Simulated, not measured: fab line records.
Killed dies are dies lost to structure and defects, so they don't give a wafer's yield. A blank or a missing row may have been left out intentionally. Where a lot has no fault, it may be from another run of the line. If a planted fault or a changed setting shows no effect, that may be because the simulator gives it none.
Code-filled problem report in 8D (eight disciplines) form    flow sky130    the parts of the form that need people (team, actions taken, sign-off) are left out

1. PROBLEM STATEMENT
LDD_HVP_TW at SKY_LDD_HVP_TW_MEAS_10 reads a mean of 404 on 6 wafers of 2 lots; wafers without a fault read 450 with a standard deviation of 3.7. Relative to the usual mean, that is a shift of -13 standard deviations.
Seen first at day 26 08:04 on film_metro-03, wafer L120.2. At this step, 36 wafers from 12 lots have a number in the record. Rule for "out", or "out of limits": more than 4 standard deviations from the usual mean. The other wafers with a number count as sound.

2. WHAT IT IS AND WHAT IT IS NOT
question                     is                            is not
which readings at this step  LDD_HVP_TW                    -
which lots                   L120, L122                    L107, L112, L114, L115, L116, L121, L125, L127, L128, L130
which wafers of those lots   all that have a number        -
read on which gauges         film_metro-03, film_metro-04  film_metro-01
when                         from day 26 08:04             up to then (15 sound wafers); but 15 sound wafers of L121, L125, L127, L128, L130 came after

3. THE SUSPECTS, EACH WITH WHAT RULES IT OUT
Counting: a tool at any process step up to the reading remains a suspect when it ran all the lots that are out and ran no sound lot after the first of those.
- the gauge at SKY_LDD_HVP_TW_MEAS_10 is ruled out. 2 gauges (film_metro-03, film_metro-04) read the wafers that are out.
- implanter-04 at SKY_LDD_HVP_IMPLANT_08: ruled out as a lasting fault. Sound lots L130 ran on it after its first lot that is out, L120 (day 26 07:50).
Left after counting: nothing in the record.

4. THE CAUSE (what the simulator had put in)
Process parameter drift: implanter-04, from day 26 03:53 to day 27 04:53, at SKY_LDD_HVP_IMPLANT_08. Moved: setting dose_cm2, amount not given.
It was ruled out by counting, in error; the rule expects a fault to strike all lots run on its tool from its start on, and this fault did not.

5. SEQUENCE OF EFFECTS, ordered by route
Each row: a reading whose mean over the struck wafers that have a number lies more than 3 standard deviations from the usual. Scope: only readings with a usual standard deviation given in the record; hours: median across lots of the time from each lot's start at the first step in this table that gives one to its start at this step; sigmas: change in usual standard deviations.
hours  step                    reading             usual       on struck wafers  change       sigmas
0      SKY_LDD_HVP_IMPLANT_08  dose_ions_cm2       1.6998e+13  1.2044e+13        -4.9545e+12  -99 or more
0      SKY_LDD_HVP_IMPLANT_08  faraday_current_uA  95.9        67.5              -28.4        -15
0      SKY_LDD_HVP_TW_MEAS_10  LDD_HVP_TW          450         404               -46          -13
The process steps in it:
- SKY_LDD_HVP_IMPLANT_08
Later steps that measure or inspect, where all struck wafers having a row at the step show a number for every such reading and not one has moved that far: SKY_POLY_CUT_OVL_MEAS_09.

6. HOW IT WOULD HAVE BEEN CAUGHT EARLIER
4 hours passed between the start of the fault at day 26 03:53 and the first reading out of limits at a measuring or inspecting step in this record, taken at day 26 08:04.
The tool's own readings at SKY_LDD_HVP_IMPLANT_08 were out on every struck wafer that the step has a row for (dose_ions_cm2, faraday_current_uA): an alarm limit on them would have fired on the first of those.
